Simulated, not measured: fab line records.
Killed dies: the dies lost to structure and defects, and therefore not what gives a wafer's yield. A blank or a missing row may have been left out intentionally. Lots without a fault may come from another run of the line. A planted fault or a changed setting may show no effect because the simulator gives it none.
What tool caused it? || flow sky130 || 39 wafers from 13 lots sampled at 4 of the route's 708 steps

## WHAT THE GAUGES SHOWED, per wafer
SKY_VIA3_RS_MEAS_22: uses a four-point probe to measure. Usual: for VIA3_W_RS the level is 0.2923 ohm/sq and the standard deviation is 0.0029.
{"lot": "L946", "measured": "day 40 07:53", "on": "film-metro-03", "VIA3_W_RS (ohm/sq)": "0.2858 0.2906 0.2907", "flag": ""}
{"lot": "L947", "measured": "day 40 16:43", "on": "film-metro-03", "VIA3_W_RS (ohm/sq)": "0.2917 0.2905 0.2921", "flag": ""}
{"lot": "L949", "measured": "day 41 12:41", "on": "film-metro-01", "VIA3_W_RS (ohm/sq)": "0.2915 0.2955 0.2911", "flag": ""}
{"lot": "L950", "measured": "day 41 20:52", "on": "film-metro-04", "VIA3_W_RS (ohm/sq)": "0.2943 0.2940 0.2946", "flag": ""}
{"lot": "L951", "measured": "day 42 16:14", "on": "film-metro-01", "VIA3_W_RS (ohm/sq)": "0.2936 0.2912 0.2914", "flag": ""}
{"lot": "L954", "measured": "day 42 22:05", "on": "film-metro-01", "VIA3_W_RS (ohm/sq)": "0.2921 0.2926 0.2872", "flag": ""}
{"lot": "L956", "measured": "day 43 20:09", "on": "film-metro-01", "VIA3_W_RS (ohm/sq)": "0.2906 0.2901 0.2911", "flag": ""}
{"lot": "L959", "measured": "day 44 17:20", "on": "film-metro-04", "VIA3_W_RS (ohm/sq)": "0.2912 0.2893 0.2884", "flag": ""}
{"lot": "L960", "measured": "day 44 18:35", "on": "film-metro-03", "VIA3_W_RS (ohm/sq)": "0.2938 0.2961 0.2941", "flag": ""}
{"lot": "L961", "measured": "day 44 18:59", "on": "film-metro-03", "VIA3_W_RS (ohm/sq)": "0.2893 0.2952 0.2925", "flag": ""}
{"lot": "L963", "measured": "day 45 03:35", "on": "film-metro-04", "VIA3_W_RS (ohm/sq)": "0.2969 0.2919 0.2905", "flag": ""}
{"lot": "L965", "measured": "day 45 19:23", "on": "film-metro-01", "VIA3_W_RS (ohm/sq)": "0.2920 0.2895 0.2920", "flag": ""}
{"lot": "L966", "measured": "day 46 02:14", "on": "film-metro-04", "VIA3_W_RS (ohm/sq)": "0.2917 0.3017 0.2894", "flag": ""}

SKY_METAL4_OVL_MEAS_14. Usual: for METAL4_OVL the level is 2 nm and the standard deviation is 5.7.
{"lot": "L946", "measured": "day 42 08:08", "on": "overlay-02", "METAL4_OVL (nm)": "4 8 -5", "flag": ""}
{"lot": "L947", "measured": "day 42 18:34", "on": "overlay-01", "METAL4_OVL (nm)": "3 4 -1", "flag": ""}
{"lot": "L949", "measured": "day 43 12:08", "on": "overlay-01", "METAL4_OVL (nm)": "6 4 4", "flag": ""}
{"lot": "L950", "measured": "day 43 19:58", "on": "overlay-02", "METAL4_OVL (nm)": "6 2 -4", "flag": ""}
{"lot": "L951", "measured": "day 44 14:40", "on": "overlay-02", "METAL4_OVL (nm)": "7 3 2", "flag": ""}
{"lot": "L954", "measured": "day 44 19:54", "on": "overlay-02", "METAL4_OVL (nm)": "-2 3 -4", "flag": ""}
{"lot": "L956", "measured": "day 45 16:16", "on": "overlay-01", "METAL4_OVL (nm)": "4 5 4", "flag": ""}
{"lot": "L959", "measured": "day 46 12:54", "on": "overlay-01", "METAL4_OVL (nm)": "9 5 7", "flag": ""}
{"lot": "L960", "measured": "day 46 14:28", "on": "overlay-02", "METAL4_OVL (nm)": "-1 10 8", "flag": ""}
{"lot": "L961", "measured": "day 46 15:01", "on": "overlay-01", "METAL4_OVL (nm)": "0 3 6", "flag": ""}
{"lot": "L963", "measured": "day 46 23:03", "on": "overlay-01", "METAL4_OVL (nm)": "-5 -9 -9", "flag": ""}
{"lot": "L965", "measured": "day 47 12:57", "on": "overlay-02", "METAL4_OVL (nm)": "2 6 9", "flag": ""}
{"lot": "L966", "measured": "day 47 19:37", "on": "overlay-01", "METAL4_OVL (nm)": "3 6 11", "flag": ""}

SKY_VIA4_BOW_MEAS_03. Usual: for VIA4_BOW the level is 81 um and the standard deviation is 7.8.
{"lot": "L946", "measured": "day 42 09:38", "on": "film-metro-02", "VIA4_BOW (um)": "77 89 84", "flag": ""}
{"lot": "L947", "measured": "day 42 20:17", "on": "film-metro-03", "VIA4_BOW (um)": "76 73 77", "flag": ""}
{"lot": "L949", "measured": "day 43 13:38", "on": "film-metro-02", "VIA4_BOW (um)": "90 82 83", "flag": ""}
{"lot": "L950", "measured": "day 43 21:28", "on": "film-metro-02", "VIA4_BOW (um)": "75 93 90", "flag": ""}
{"lot": "L951", "measured": "day 44 16:11", "on": "film-metro-02", "VIA4_BOW (um)": "79 76 83", "flag": ""}
{"lot": "L954", "measured": "day 44 21:47", "on": "film-metro-02", "VIA4_BOW (um)": "83 83 85", "flag": ""}
{"lot": "L956", "measured": "day 45 17:46", "on": "film-metro-04", "VIA4_BOW (um)": "79 77 75", "flag": ""}
{"lot": "L959", "measured": "day 46 14:32", "on": "film-metro-02", "VIA4_BOW (um)": "102 93 66", "flag": ""}
{"lot": "L960", "measured": "day 46 16:01", "on": "film-metro-02", "VIA4_BOW (um)": "90 80 87", "flag": ""}
{"lot": "L961", "measured": "day 46 16:38", "on": "film-metro-03", "VIA4_BOW (um)": "86 92 92", "flag": ""}
{"lot": "L963", "measured": "day 47 00:34", "on": "film-metro-02", "VIA4_BOW (um)": "79 85 79", "flag": ""}
{"lot": "L965", "measured": "day 47 14:27", "on": "film-metro-03", "VIA4_BOW (um)": "74 80 81", "flag": ""}
{"lot": "L966", "measured": "day 47 21:19", "on": "film-metro-02", "VIA4_BOW (um)": "98 87 87", "flag": ""}

## TOOL THAT RAN EACH LOT (tool first, then ch and the chambers of the sampled wafers, then the start)
{"lot": "L946", "SKY_METAL4_COAT_07": "litho-track-03 ch 0, day 41 20:46"}
{"lot": "L947", "SKY_METAL4_COAT_07": "litho-track-04 ch 0, day 42 05:23"}
{"lot": "L949", "SKY_METAL4_COAT_07": "litho-track-03 ch 0, day 42 23:46"}
{"lot": "L950", "SKY_METAL4_COAT_07": "litho-track-03 ch 0, day 43 07:43"}
{"lot": "L951", "SKY_METAL4_COAT_07": "litho-track-04 ch 0, day 44 03:02"}
{"lot": "L954", "SKY_METAL4_COAT_07": "litho-track-01 ch 0, day 44 08:26"}
{"lot": "L956", "SKY_METAL4_COAT_07": "litho-track-01 ch 0, day 45 04:46"}
{"lot": "L959", "SKY_METAL4_COAT_07": "litho-track-04 ch 0, day 46 01:43"}
{"lot": "L960", "SKY_METAL4_COAT_07": "litho-track-04 ch 0, day 46 03:11"}
{"lot": "L961", "SKY_METAL4_COAT_07": "litho-track-01 ch 0, day 46 03:50"}
{"lot": "L963", "SKY_METAL4_COAT_07": "litho-track-03 ch 0, day 46 12:44"}
{"lot": "L965", "SKY_METAL4_COAT_07": "litho-track-03 ch 0, day 47 02:23"}
{"lot": "L966", "SKY_METAL4_COAT_07": "litho-track-03 ch 0, day 47 09:44"}
- SKY_METAL4_COAT_07: resist thk 60 nm.

## WHAT THE TOOLS THEMSELVES READ (means of the sampled wafers that have a number; where no wafer has one, the mark that the record gives instead)
SKY_METAL4_COAT_07. Usual: exhaust-pa 45.1 Pa, standard deviation 0.78; spin-speed-rpm 3000.3 rpm, standard deviation 1.8.
{"lot": "L946", "tool": "litho-track-03", "exhaust-pa (Pa)": 44.3, "spin-speed-rpm (rpm)": 3001.7, "flag": ""}
{"lot": "L947", "tool": "litho-track-04", "exhaust-pa (Pa)": 45.5, "spin-speed-rpm (rpm)": 3002.8, "flag": ""}
{"lot": "L949", "tool": "litho-track-03", "exhaust-pa (Pa)": 44.5, "spin-speed-rpm (rpm)": 2998.3, "flag": ""}
{"lot": "L950", "tool": "litho-track-03", "exhaust-pa (Pa)": 45.8, "spin-speed-rpm (rpm)": 3000.7, "flag": ""}
{"lot": "L951", "tool": "litho-track-04", "exhaust-pa (Pa)": 45.6, "spin-speed-rpm (rpm)": 3001.1, "flag": ""}
{"lot": "L954", "tool": "litho-track-01", "exhaust-pa (Pa)": 45.2, "spin-speed-rpm (rpm)": 3002.9, "flag": ""}
{"lot": "L956", "tool": "litho-track-01", "exhaust-pa (Pa)": 44.9, "spin-speed-rpm (rpm)": 3000.7, "flag": ""}
{"lot": "L959", "tool": "litho-track-04", "exhaust-pa (Pa)": 45.1, "spin-speed-rpm (rpm)": 2941.2, "flag": "OFF"}
{"lot": "L960", "tool": "litho-track-04", "exhaust-pa (Pa)": 44.9, "spin-speed-rpm (rpm)": 2940.7, "flag": "OFF"}
{"lot": "L961", "tool": "litho-track-01", "exhaust-pa (Pa)": 44.6, "spin-speed-rpm (rpm)": 3001.4, "flag": ""}
{"lot": "L963", "tool": "litho-track-03", "exhaust-pa (Pa)": 45.6, "spin-speed-rpm (rpm)": 2999.9, "flag": ""}
{"lot": "L965", "tool": "litho-track-03", "exhaust-pa (Pa)": 45.1, "spin-speed-rpm (rpm)": 2999.2, "flag": ""}
{"lot": "L966", "tool": "litho-track-03", "exhaust-pa (Pa)": 45.8, "spin-speed-rpm (rpm)": 3001.7, "flag": ""}

## THE ANSWER, worked out from the rows above alone
Rule: a lot is off if the mean of its wafers that have a number lies more than 3 standard deviations from the usual mean. Also off: a lot with no number at a reading for which 4 or more lots have one. Any other lot the step has rows for is counted as sound. The gauges are gone through in route order, then the tools' own readings, and for those a lot's mean is taken as printed above. At the first step where some lot is off, the reading lying furthest off is the one used; lots without a number count as furthest.
Off: L959, L960 (SKY_METAL4_COAT_07, spin-speed-rpm).
If a tool, at that step or one of the process steps before it, ran each lot that is off and ran no sound lot following the first of them, it fits. One fits: SKY_METAL4_COAT_07 on litho-track-04. A fault onset in the window from L951 (day 44 03:02, its last sound lot) to L959 (day 46 01:43, its first lot off) fits.
The tool's own readings at SKY_METAL4_COAT_07 bear it out: on the lots that are off they differ by more than 5 times the standard deviation of the sound lots' means. spin-speed-rpm reads 2940.9 rpm there against 3000.9 rpm on the sound lots.

## WHAT WAS PUT IN BY THE SIMULATOR
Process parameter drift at SKY_METAL4_COAT_07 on litho-track-04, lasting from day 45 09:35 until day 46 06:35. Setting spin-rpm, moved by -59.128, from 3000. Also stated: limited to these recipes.
Lots struck among those shown: L959, L960. The rule given above showed the same thing.
